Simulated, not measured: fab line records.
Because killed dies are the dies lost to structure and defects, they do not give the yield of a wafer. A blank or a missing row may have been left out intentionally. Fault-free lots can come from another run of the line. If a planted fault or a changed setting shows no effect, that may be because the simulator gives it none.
Which tool was responsible? :: flow gf180mcu :: 14 lots with 42 wafers sampled at 5 steps, on a route of 602 steps

WHAT THE GAUGES READ, wafer by wafer
GF_STI_CD_MEAS_12: target cd 220 nm.
lot: L268
measured: day 2 01:13
on: cd_sem-02
cd_nm (nm): 220.6 220.7 221.8

lot: L269
measured: day 2 05:57
on: cd_sem-01
cd_nm (nm): 220.2 221.2 219.3

lot: L270
measured: day 2 11:37
on: cd_sem-02
cd_nm (nm): 220.2 220.2 219.7

lot: L271
measured: day 2 16:25
on: cd_sem-02
cd_nm (nm): 220.0 220.2 219.2

lot: L272
measured: day 2 22:34
on: cd_sem-01
cd_nm (nm): 222.0 221.2 220.5

lot: L273
measured: day 3 03:31
on: cd_sem-02
cd_nm (nm): 219.6 218.4 219.3

lot: L279
measured: day 4 10:29
on: cd_sem-02
cd_nm (nm): 219.0 220.0 220.2

lot: L281
measured: day 4 20:01
on: cd_sem-01
cd_nm (nm): 219.1 219.1 219.9

lot: L282
measured: day 5 00:59
on: cd_sem-02
cd_nm (nm): 221.4 220.6 219.5

lot: L283
measured: day 5 06:20
on: cd_sem-02
cd_nm (nm): 222.2 220.7 220.0

lot: L285
measured: day 5 17:00
on: cd_sem-02
cd_nm (nm): 220.1 219.4 219.8

lot: L287
measured: day 6 04:13
on: cd_sem-02
cd_nm (nm): 219.4 219.5 219.1

lot: L288
measured: day 6 08:01
on: cd_sem-02
cd_nm (nm): 221.1 220.3 221.7

lot: L289
measured: day 6 13:38
on: cd_sem-02
cd_nm (nm): 219.1 219.1 219.2

GF_PSD_CD_MEAS_07: target cd 400 nm.
lot: L268
measured: day 14 04:17
on: cd_sem-02
cd_nm (nm): 400.4 399.8 398.9

lot: L269
measured: day 14 13:23
on: cd_sem-01
cd_nm (nm): 397.1 398.7 400.1

lot: L270
measured: day 14 13:36
on: cd_sem-02
cd_nm (nm): 396.6 398.9 398.1

lot: L271
measured: day 15 06:36
on: cd_sem-02
cd_nm (nm): 401.7 401.1 400.9

lot: L272
measured: day 15 20:35
on: cd_sem-01
cd_nm (nm): 399.4 402.2 400.3

lot: L273
measured: day 16 09:07
on: cd_sem-01
cd_nm (nm): 399.9 400.7 398.6

lot: L279
measured: day 18 15:53
on: cd_sem-02
cd_nm (nm): 403.1 401.0 400.6

lot: L281
measured: day 19 01:55
on: cd_sem-01
cd_nm (nm): 421.0 419.1 421.7

lot: L282
measured: day 19 00:38
on: cd_sem-01
cd_nm (nm): 422.4 423.2 423.8

lot: L283
measured: day 19 23:59
on: cd_sem-01
cd_nm (nm): 399.9 403.9 403.6

lot: L285
measured: day 19 19:44
on: cd_sem-02
cd_nm (nm): 398.2 395.0 398.0

lot: L287
measured: day 20 17:05
on: cd_sem-01
cd_nm (nm): 403.1 402.3 400.9

lot: L288
measured: day 20 19:17
on: cd_sem-02
cd_nm (nm): 399.1 400.1 399.4

lot: L289
measured: day 21 04:58
on: cd_sem-01
cd_nm (nm): 402.4 401.9 401.9

GF_M2_RS_MEAS_05: uses a four-point probe to measure.
lot: L268
measured: day 18 03:43
on: film_metro-01
M2_ALCU_RS (ohm/sq): 0.0685 0.0707 0.0693

lot: L269
measured: day 18 13:10
on: film_metro-01
M2_ALCU_RS (ohm/sq): 0.0687 0.0705 0.0686

lot: L270
measured: day 18 14:03
on: film_metro-02
M2_ALCU_RS (ohm/sq): 0.0694 0.0692 0.0698

lot: L271
measured: day 19 08:04
on: film_metro-01
M2_ALCU_RS (ohm/sq): 0.0687 0.0697 0.0699

lot: L272
measured: day 20 00:50
on: film_metro-01
M2_ALCU_RS (ohm/sq): 0.0692 0.0705 0.0699

lot: L273
measured: day 20 15:58
on: film_metro-04
M2_ALCU_RS (ohm/sq): 0.0689 0.0687 0.0693

lot: L279
measured: day 22 22:05
on: film_metro-04
M2_ALCU_RS (ohm/sq): 0.0691 0.0684 0.0690

lot: L281
measured: day 23 07:32
on: film_metro-01
M2_ALCU_RS (ohm/sq): 0.0697 0.0697 0.0693

lot: L282
measured: day 23 05:34
on: film_metro-04
M2_ALCU_RS (ohm/sq): 0.0709 0.0702 0.0696

lot: L283
measured: day 24 04:38
on: film_metro-04
M2_ALCU_RS (ohm/sq): 0.0704 0.0695 0.0694

lot: L285
measured: day 23 23:34
on: film_metro-04
M2_ALCU_RS (ohm/sq): 0.0703 0.0706 0.0701

lot: L287
measured: day 24 18:47
on: film_metro-01
M2_ALCU_RS (ohm/sq): 0.0681 0.0694 0.0683

lot: L288
measured: day 24 20:11
on: film_metro-01
M2_ALCU_RS (ohm/sq): 0.0684 0.0687 0.0690

lot: L289
measured: day 25 05:30
on: film_metro-04
M2_ALCU_RS (ohm/sq): 0.0703 0.0712 0.0697

EACH LOT AND THE TOOL THAT RAN IT (in order: tool; ch and the chambers of the sampled wafers; start)
lot: L268
GF_PSD_DEVELOP_06: litho_track-04 ch 0, day 14 04:04
GF_M2_SPUTTER_01: pvd_sputter-02, day 18 03:35

lot: L269
GF_PSD_DEVELOP_06: litho_track-03 ch 0, day 14 13:14
GF_M2_SPUTTER_01: pvd_sputter-03, day 18 13:02

lot: L270
GF_PSD_DEVELOP_06: litho_track-02 ch 0, day 14 13:27
GF_M2_SPUTTER_01: pvd_sputter-02, day 18 13:56

lot: L271
GF_PSD_DEVELOP_06: litho_track-03 ch 0, day 15 06:28
GF_M2_SPUTTER_01: pvd_sputter-04, day 19 07:53

lot: L272
GF_PSD_DEVELOP_06: litho_track-03 ch 0, day 15 20:26
GF_M2_SPUTTER_01: pvd_sputter-03, day 20 00:42

lot: L273
GF_PSD_DEVELOP_06: litho_track-04 ch 0, day 16 08:58
GF_M2_SPUTTER_01: pvd_sputter-03, day 20 15:50

lot: L279
GF_PSD_DEVELOP_06: litho_track-03 ch 0, day 18 15:44
GF_M2_SPUTTER_01: pvd_sputter-02, day 22 21:58

lot: L281
GF_PSD_DEVELOP_06: litho_track-02 ch 0, day 19 01:46
GF_M2_SPUTTER_01: pvd_sputter-02, day 23 07:23

lot: L282
GF_PSD_DEVELOP_06: litho_track-02 ch 0, day 19 00:29
GF_M2_SPUTTER_01: pvd_sputter-04, day 23 05:27

lot: L283
GF_PSD_DEVELOP_06: litho_track-03 ch 0, day 19 23:50
GF_M2_SPUTTER_01: pvd_sputter-02, day 24 04:31

lot: L285
GF_PSD_DEVELOP_06: litho_track-03 ch 0, day 19 19:37
GF_M2_SPUTTER_01: pvd_sputter-02, day 23 23:23

lot: L287
GF_PSD_DEVELOP_06: litho_track-04 ch 0, day 20 16:56
GF_M2_SPUTTER_01: pvd_sputter-04, day 24 18:39

lot: L288
GF_PSD_DEVELOP_06: litho_track-03 ch 0, day 20 19:08
GF_M2_SPUTTER_01: pvd_sputter-02, day 24 20:02

lot: L289
GF_PSD_DEVELOP_06: litho_track-04 ch 0, day 21 04:50
GF_M2_SPUTTER_01: pvd_sputter-04, day 25 05:20
- GF_PSD_DEVELOP_06: develop time 60 s.
- GF_M2_SPUTTER_01: material TiN, target thk 30 nm, time 25 s.

WHAT THE TOOLS THEMSELVES READ (means of the sampled wafers that have a number; where no wafer has one, the mark that the record gives instead)
GF_M2_SPUTTER_01.
lot: L268
tool: pvd_sputter-02
throttle_valve_pct (%): 29.1

lot: L269
tool: pvd_sputter-03
throttle_valve_pct (%): 29.9

lot: L270
tool: pvd_sputter-02
throttle_valve_pct (%): 28.6

lot: L271
tool: pvd_sputter-04
throttle_valve_pct (%): 29.5

lot: L272
tool: pvd_sputter-03
throttle_valve_pct (%): 29.9

lot: L273
tool: pvd_sputter-03
throttle_valve_pct (%): 30.4

lot: L279
tool: pvd_sputter-02
throttle_valve_pct (%): 28.5

lot: L281
tool: pvd_sputter-02
throttle_valve_pct (%): 30.1

lot: L282
tool: pvd_sputter-04
throttle_valve_pct (%): 29.6

lot: L283
tool: pvd_sputter-02
throttle_valve_pct (%): 29.4

lot: L285
tool: pvd_sputter-02
throttle_valve_pct (%): 29.7

lot: L287
tool: pvd_sputter-04
throttle_valve_pct (%): 29.4

lot: L288
tool: pvd_sputter-02
throttle_valve_pct (%): 27.8

lot: L289
tool: pvd_sputter-04
throttle_valve_pct (%): 29.5

THE ANSWER, worked out from the rows above alone
Rule: usual is defined by the lots themselves. The widest of any qualifying gaps counts: lots, ordered by their means at a reading, are off when they make up no more than a third of the lots, leave a main group of 4 or more, and stand apart from it by 3 or more times the standard deviation of that group's means. A main group is skipped when, at the precision printed for the reading in the tables above, its means are all equal. A lot without any number at a reading at which 4 lots or more have one is off too. All remaining lots with rows at the step are treated as sound. First the gauges in route order, then the tools' own readings, where a lot's mean is used as printed above. At the first step where some lot is off, the reading lying furthest off is the one used; lots without a number count as furthest.
Off: L281, L282, at GF_PSD_CD_MEAS_07 (cd_nm). Main group: mean 400.2 nm, sd 1.7.
If a tool, at a process step before that reading, ran all the lots that are off and no sound lot after the first of them, it fits. Gauges at GF_PSD_CD_MEAS_07: tried the same way as those tools. One fits: GF_PSD_DEVELOP_06 on litho_track-02. A fault onset in the window from L270 (day 14 13:27, its last sound lot) to L282 (day 19 00:29, its first lot off) fits.

WHAT THE SIMULATOR HAD INSERTED
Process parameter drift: litho_track-02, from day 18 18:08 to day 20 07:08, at GF_PSD_DEVELOP_06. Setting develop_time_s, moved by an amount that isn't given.
Shown lots that were struck: L281, L282. The rule above reached the same finding.
